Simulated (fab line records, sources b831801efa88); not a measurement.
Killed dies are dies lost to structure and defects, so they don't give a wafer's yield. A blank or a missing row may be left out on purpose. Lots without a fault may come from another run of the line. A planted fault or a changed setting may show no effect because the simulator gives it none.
Problem report in the 8D (eight disciplines) form, filled by code | flow gf180mcu | the parts of the form that need people (team, actions taken, sign-off) are left out

1. THE PROBLEM
cd_nm at GF_V1_CD_MEAS_14 reads a mean of 279.4 nm on 1 wafer of 1 lot; wafers without a fault read 259.9 nm with a standard deviation of 1.4. That is +14 standard deviations from the usual mean.
The step: target cd 260 nm.
First seen on wafer L771.6, day 22 13:05, on cd_sem-02. The record holds 36 wafers of 12 lots with a number at this step. Rule for "out", or "out of limits": more than 4 standard deviations from the usual mean. The other wafers with a number count as sound.

2. WHAT IT IS AND WHAT IT IS NOT
question                    | is                | is not
which readings at this step | cd_nm             | -
which lots                  | L771              | L759, L761, L762, L763, L774, L776, L777, L778, L780, L781, L782
which wafers of those lots  | L771.6            | L771.1, L771.3
read on which gauges        | cd_sem-02         | cd_sem-01
when                        | from day 22 13:05 | up to then (14 sound wafers); but 21 sound wafers of L774, L776, L777, L778, L780, L781, L782 came after

3. SUSPECTS, AND WHAT RULES EACH OUT
Counting: a tool at a process step up to the reading stays a suspect if it ran every lot that is out. Sound lots after the first of them don't rule it out here, since some wafers of a struck lot are sound.
- the gauge at GF_V1_CD_MEAS_14: kept. All the wafers that are out were read on cd_sem-02, and no step on other tools shows them out.
- krf_scanner-01 at GF_V1_EXPOSE_11 (exposes mask Via1, target cd 260 nm): kept. It ran the lot that is out, L771 (day 22 01:11); its last sound lot up to then is L763 (day 19 09:53).
Left after counting: krf_scanner-01 at GF_V1_EXPOSE_11, cd_sem-02 at GF_V1_CD_MEAS_14.

4. THE CAUSE (what the simulator had put in)
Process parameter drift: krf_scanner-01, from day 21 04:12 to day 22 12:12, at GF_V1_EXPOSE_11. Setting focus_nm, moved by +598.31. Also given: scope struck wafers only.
Counting left 2 suspects, and this tool is among them.

5. THE CHAIN OF EFFECTS, in route order
Each row: a reading whose mean over the struck wafers that have a number lies more than 3 standard deviations from the usual. Only readings for which the record gives a usual standard deviation are gone through. hours: the time from each lot's start at the first step in this table that gives one to its start at this step, as a median over the lots. sigmas: the change in usual standard deviations.
hours | step             | reading | usual    | on struck wafers | change | sigmas
0     | GF_V1_CD_MEAS_14 | cd_nm   | 259.9 nm | 279.4            | +19.5  | +14

6. WHAT WOULD HAVE CAUGHT IT SOONER
In this record the first reading out of limits at a measuring or inspecting step was taken at day 22 13:05, 33 hours after the fault began at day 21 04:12.
All the lots that are out (1) had begun GF_V1_EXPOSE_11 on krf_scanner-01 by day 22 13:05. A hold on the tool at that time would have spared none of them.
